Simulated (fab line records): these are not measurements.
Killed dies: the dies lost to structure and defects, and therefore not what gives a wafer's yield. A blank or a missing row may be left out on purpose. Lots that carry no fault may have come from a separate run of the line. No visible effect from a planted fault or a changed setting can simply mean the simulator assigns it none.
Problem report, 8D (eight disciplines) form, completed by code :: flow gf180mcu :: the parts of the form that need people (team, actions taken, sign-off) are left out

== 1. WHAT WENT WRONG ==
STI_OXIDATION_02_THK at GF_STI_THK_MEAS_30 reads a mean of 14.28 nm on 6 wafers of 2 lots; wafers without a fault read 10.12 nm with a standard deviation of 0.22. That puts it +19 standard deviations away from the usual mean.
First observed at day 3 17:10: wafer L872.1, on film-metro-03. The record has a number at this step for 36 wafers belonging to 12 lots. Rule for "out" (also "out of limits"): further than 4 standard deviations from the usual mean. All remaining wafers that have a number are taken as sound.

== 2. WHAT IT IS AND WHAT IT IS NOT ==
question: which readings at this step
is: STI_OXIDATION_02_THK
is not: -

question: which lots
is: L872, L875
is not: L867, L868, L869, L870, L871, L878, L879, L881, L884, L885

question: which wafers of those lots
is: all that have a number
is not: -

question: read on which gauges
is: film-metro-03
is not: film-metro-02, film-metro-04

question: when
is: from day 3 17:10
is not: up to then (15 sound wafers); but 15 sound wafers of L878, L879, L881, L884, L885 came after

== 3. WHAT RULES OUT EACH SUSPECT ==
Counting: a tool at any process step up to the reading remains a suspect when it ran all the lots that are out and ran no sound lot after the first of those.
- the gauge at GF_STI_THK_MEAS_30: ruled out. All the wafers that are out were read on film-metro-03, but those of them that GF_STI_OXIDATION_29 has rows for are out there too, on other tools.
- furnace-02 at GF_STI_OXIDATION_29 (stabilise 600 s, purge 300 s, target thk 10 nm): kept. All lots that are out passed through it, beginning with L872 at day 3 15:46, and no sound lot followed; its final sound lot before that point was L869 at day 3 01:20. Its own readings are out on those wafers: spike-tc-bottom-C, spike-tc-centre-C, spike-tc-lower-C, spike-tc-top-C, spike-tc-upper-C, zone-power-bottom-pct.
After counting, what remains is furnace-02 at GF_STI_OXIDATION_29.

== 4. THE CAUSE (what the simulator had put in) ==
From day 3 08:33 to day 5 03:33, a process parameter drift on furnace-02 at GF_STI_OXIDATION_29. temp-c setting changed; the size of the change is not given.
Only this tool survived the counting.

== 5. THE EFFECT CHAIN, in route order ==
Rows list readings where the struck wafers' mean (over those with a number) sits beyond 3 standard deviations from the usual. Readings are gone through only where the record gives a usual standard deviation; hours: the median, over the lots, of the time from a lot's start at the first step in this table giving one to that lot's start at this step; sigmas: the change measured in usual standard deviations.
hours: 0
step: GF_STI_OXIDATION_29
reading: spike-tc-bottom-C
usual: 919 C
on struck wafers: 948
change: +29
sigmas: +8.8

hours: 0
step: GF_STI_OXIDATION_29
reading: spike-tc-centre-C
usual: 900.2 C
on struck wafers: 932.1
change: +31.9
sigmas: +21

hours: 0
step: GF_STI_OXIDATION_29
reading: spike-tc-lower-C
usual: 901.1 C
on struck wafers: 933.4
change: +32.3
sigmas: +37

hours: 0
step: GF_STI_OXIDATION_29
reading: spike-tc-top-C
usual: 912.7 C
on struck wafers: 947.7
change: +35.0
sigmas: +17

hours: 0
step: GF_STI_OXIDATION_29
reading: spike-tc-upper-C
usual: 899.6 C
on struck wafers: 932.9
change: +33.3
sigmas: +30

hours: 0
step: GF_STI_OXIDATION_29
reading: zone-power-bottom-pct
usual: 27.2 %
on struck wafers: 30.3
change: +3.1
sigmas: +5.9

hours: 0
step: GF_STI_OXIDATION_29
reading: zone-power-top-pct
usual: 31.1 %
on struck wafers: 34.0
change: +2.9
sigmas: +3.8

hours: 1
step: GF_STI_THK_MEAS_30
reading: STI_OXIDATION_02_THK
usual: 10.12 nm
on struck wafers: 14.28
change: +4.16
sigmas: +19
The process steps in it:
- GF_STI_OXIDATION_29: stabilise 600 s, purge 300 s, target thk 10 nm.
Later steps that measure or inspect, where all struck wafers having a row at the step show a number for every such reading and not one has moved that far: GF_DUAL_GATE_OVL_MEAS_11, GF_HV_LDD_OVL_MEAS_20.

== 6. HOW IT WOULD HAVE BEEN CAUGHT EARLIER ==
Counted from the fault's start at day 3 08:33, it took 9 hours until the first out-of-limits reading at a measuring or inspecting step in this record, taken at day 3 17:10.
The tool's own readings at GF_STI_OXIDATION_29 were out on every struck wafer that the step has a row for (spike-tc-bottom-C, spike-tc-centre-C, spike-tc-lower-C, spike-tc-top-C, spike-tc-upper-C, zone-power-bottom-pct): an alarm limit on them would have fired on the first of those.
L875, from the lots that are out (2), started GF_STI_OXIDATION_29 on furnace-02 later than day 3 17:10. A hold on the tool at that time would have spared it.
